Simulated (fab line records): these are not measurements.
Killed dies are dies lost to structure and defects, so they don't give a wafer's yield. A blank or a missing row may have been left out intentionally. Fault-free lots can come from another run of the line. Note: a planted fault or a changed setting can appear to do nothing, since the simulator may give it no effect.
2 desks, one fault || flow sky130 || only its own numbers are on each desk; what lay behind them is given at the end

DESK OF THE TOOL OWNER: implanter-02
For each lot that ran on this tool, the mean over its sampled wafers that have a number, from the tool's own readings at SKY_VT_ADJUST_HVTP_IMPLANT_09. The brackets show how far a lot's mean lies from the usual mean; more than 4 standard deviations puts the lot out of limits, marked OUT.
Columns: A = beam energy keV at SKY_VT_ADJUST_HVTP_IMPLANT_09, usual 150.00; B = faraday current uA at SKY_VT_ADJUST_HVTP_IMPLANT_09, usual 24.3
{"lot": "L106", "first seen here": "day 6 08:52", "A": 149.98, "B": 24.7}
{"lot": "L109", "first seen here": "day 7 05:13", "A": 150.06, "B": 24.6}
{"lot": "L112", "first seen here": "day 7 22:52", "A": 150.05, "B": 24.4}
{"lot": "L118", "first seen here": "day 9 13:37", "A": "138.29 (-99 or more) OUT", "B": 24.5}
{"lot": "L119", "first seen here": "day 9 16:03", "A": "138.28 (-99 or more) OUT", "B": 24.0}
{"lot": "L128", "first seen here": "day 12 05:22", "A": 150.00, "B": 24.3}
This desk finds L118, L119 out of limits, L118 being first, at day 9 13:37 (beam energy keV at SKY_VT_ADJUST_HVTP_IMPLANT_09). Within limits: L106, L109, L112, L128.

FROM THE METROLOGY DESK
What the gauges read, lot by lot, whatever tool the lot ran on: means of the sampled wafers that have a number. The brackets show how far a lot's mean lies from the usual mean; more than 4 standard deviations puts the lot out of limits, marked OUT.
Columns: A = FIELD_ISO_OXIDATION_00_THK at SKY_FIELD_ISO_THK_MEAS_02, usual 12.07 nm; B = VT_ADJUST_HVTP_TW at SKY_VT_ADJUST_HVTP_TW_MEAS_11, usual 1360
{"lot": "L105", "first seen here": "day 1 12:08", "A": 12.29, "B": 1353}
{"lot": "L106", "first seen here": "day 1 18:07", "A": 12.05, "B": 1367}
{"lot": "L107", "first seen here": "day 1 23:43", "A": 11.78, "B": 1357}
{"lot": "L108", "first seen here": "day 2 03:52", "A": 12.23, "B": 1360}
{"lot": "L109", "first seen here": "day 2 08:05", "A": 12.24, "B": 1360}
{"lot": "L112", "first seen here": "day 2 23:35", "A": 12.07, "B": 1353}
{"lot": "L113", "first seen here": "day 3 03:38", "A": 11.80, "B": 1354}
{"lot": "L118", "first seen here": "day 4 04:38", "A": 12.14, "B": 1337}
{"lot": "L119", "first seen here": "day 4 09:39", "A": 12.05, "B": "1330 (-4.2) OUT"}
{"lot": "L125", "first seen here": "day 5 15:49", "A": 12.04, "B": 1364}
{"lot": "L127", "first seen here": "day 6 04:04", "A": 12.00, "B": 1366}
{"lot": "L128", "first seen here": "day 6 08:17", "A": 12.00, "B": 1365}
Per this desk, out of limits: L119; the first was L119, day 9 16:16 (VT_ADJUST_HVTP_TW at SKY_VT_ADJUST_HVTP_TW_MEAS_11). Within limits: L105, L106, L107, L108, L109, L112, L113, L118, L125, L127, L128.

PUT TOGETHER
On L118, L119, at day 9 13:37, an alarm was possible from the tool owner's desk.
L119 would have let the metrology desk raise an alarm at day 9 16:16.
The metrology desk holds a record of L118, inside its limits.
On implanter-02, each named lot ran SKY_VT_ADJUST_HVTP_IMPLANT_09.

WHAT HAD BEEN PUT IN BY THE SIMULATOR
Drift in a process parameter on implanter-02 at SKY_VT_ADJUST_HVTP_IMPLANT_09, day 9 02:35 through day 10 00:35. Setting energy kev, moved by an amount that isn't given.
Lots struck among those shown: L118, L119.
Time in hours from fault onset to the first out-of-limits reading at each desk: tool owner's desk 11, metrology desk 14.
